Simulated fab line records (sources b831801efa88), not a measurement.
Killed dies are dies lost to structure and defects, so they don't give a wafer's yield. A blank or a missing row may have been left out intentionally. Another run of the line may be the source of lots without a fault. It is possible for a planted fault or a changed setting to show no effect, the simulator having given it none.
What tool caused it?    flow gf180mcu    Sampling: 6 lots, 18 wafers, 2 of 602 route steps

WHAT EACH GAUGE READ, for each wafer
GF_HV_LDD_TW_MEAS_23.
lot   measured      on            HV_LDD_2_TW
L392  day 11 10:53  filmMetro-01  1059 1061 1058
L394  day 12 03:14  filmMetro-03  1062 1069 1062
L397  day 13 12:44  filmMetro-03  1105 1097 1099
L405  day 15 18:20  filmMetro-04  1054 1054 1052
L407  day 16 07:20  filmMetro-04  1059 1058 1057
L411  day 17 18:14  filmMetro-03  1067 1070 1068

WHICH TOOL RAN EACH LOT (tool, then ch and the chambers of the sampled wafers, then the start)
lot   GF_HV_LDD_IMPLANT_21
L392  implanter-03 ch 0, day 11 10:40
L394  implanter-02 ch 0, day 12 02:59
L397  implanter-02 ch 0, day 13 12:29
L405  implanter-01 ch 0, day 15 18:05
L407  implanter-03 ch 0, day 16 07:07
L411  implanter-01 ch 0, day 17 18:00
- GF_HV_LDD_IMPLANT_21

THE ANSWER, worked out from the rows above alone
Rule: the usual values come from the lots themselves. Put in order of their means at a reading, lots are off if they are a third of the lots or fewer, leave a main group of 4 or more, and stand apart from it by a gap of 3 or more times the standard deviation of the main group's means; of several such gaps the widest counts. The tables above print the reading to a certain number of digits; a main group whose means all agree to those digits is not used. Also off: a lot with no number at a reading for which 4 or more lots have one. All remaining lots with rows at the step are treated as sound.
Off: L397, seen at GF_HV_LDD_TW_MEAS_23 (HV_LDD_2_TW). The main group has a mean of 1061 with a standard deviation of 5.2.
If a tool, at a process step before that reading, ran all the lots that are off and no sound lot after the first of them, it fits. The gauges at GF_HV_LDD_TW_MEAS_23 are tried like those tools. One candidate fits, namely implanter-02 at GF_HV_LDD_IMPLANT_21. Its last sound lot is L394 (day 12 02:59), its first lot that is off L397 (day 13 12:29): a fault that began between those two fits.

WHAT THE SIMULATOR HAD PUT IN
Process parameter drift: implanter-02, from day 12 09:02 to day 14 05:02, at GF_HV_LDD_IMPLANT_21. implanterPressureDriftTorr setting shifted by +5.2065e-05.
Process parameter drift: implanter-02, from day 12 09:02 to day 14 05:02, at GF_HV_LDD_IMPLANT_21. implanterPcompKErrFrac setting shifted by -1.
Shown lots that were struck: L397. The rule above found the same.
